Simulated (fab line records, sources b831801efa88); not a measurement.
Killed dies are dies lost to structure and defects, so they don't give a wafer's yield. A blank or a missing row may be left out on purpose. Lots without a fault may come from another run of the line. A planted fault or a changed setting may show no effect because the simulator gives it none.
Which tool did it? | flow gf180mcu | 6 lots, 18 wafers sampled, at 3 steps of a route of 602

WHAT THE GAUGES READ, wafer by wafer
GF_PSD_RS_MEAS_14: measures by four-point-probe.
lot  | measured     | on            | NSD_RS (ohm/sq)
L114 | day 16 00:31 | film_metro-04 | 46.17 46.03 46.03
L116 | day 17 00:37 | film_metro-03 | 46.18 46.09 46.18
L125 | day 20 02:15 | film_metro-03 | 46.12 46.07 46.06
L127 | day 20 18:32 | film_metro-03 | 49.56 49.51 49.64
L129 | day 21 09:05 | film_metro-03 | 46.20 46.16 46.22
L132 | day 22 11:18 | film_metro-02 | 46.30 46.28 46.11

WHICH TOOL RAN EACH LOT (tool, then ch and the chambers of the sampled wafers, then the start)
lot  | GF_NSD_IMPLANT_10               | GF_NSD_STRIP_11
L114 | implanter-01 ch 0, day 15 01:35 | plasma_asher-03 ch 0,1, day 15 01:43
L116 | implanter-02 ch 0, day 16 00:47 | plasma_asher-04 ch 0,1, day 16 00:56
L125 | implanter-01 ch 0, day 19 00:57 | plasma_asher-04 ch 0, day 19 01:04
L127 | implanter-02 ch 0, day 19 17:07 | plasma_asher-04 ch 0,1, day 19 17:16
L129 | implanter-01 ch 0, day 20 08:41 | plasma_asher-03 ch 0,1, day 20 08:50
L132 | implanter-01 ch 0, day 21 10:58 | plasma_asher-04 ch 1, day 21 11:05
- GF_NSD_IMPLANT_10
- GF_NSD_STRIP_11: strips in O2/N2.

THE ANSWER, worked out from the rows above alone
Rule: what is usual is taken from the lots themselves. Put in order of their means at a reading, lots are off if they are a third of the lots or fewer, leave a main group of 4 or more, and stand apart from it by a gap of 3 or more times the standard deviation of the main group's means; of several such gaps the widest counts. A main group whose means are all the same, to the digits that the tables above print for the reading, isn't used. A lot without any number at a reading at which 4 lots or more have one is off too. The other lots that the step has rows for count as sound.
Off: L127, at GF_PSD_RS_MEAS_14 (NSD_RS). The main group: mean 46.15 ohm/sq, standard deviation 0.06.
A tool fits if, at a process step before that reading, it ran every lot that is off, and no sound lot after the first of them. The gauges at GF_PSD_RS_MEAS_14 are tried like those tools. One fits: implanter-02 at GF_NSD_IMPLANT_10. Its last sound lot is L116 (day 16 00:47), its first lot that is off L127 (day 19 17:07): a fault that began between those two fits.

WHAT THE SIMULATOR HAD PUT IN
Process parameter drift: implanter-02, from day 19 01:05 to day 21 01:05, at GF_NSD_IMPLANT_10. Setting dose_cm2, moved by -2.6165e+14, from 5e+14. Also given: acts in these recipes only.
Lots struck among those shown: L127. The rule above found the same.
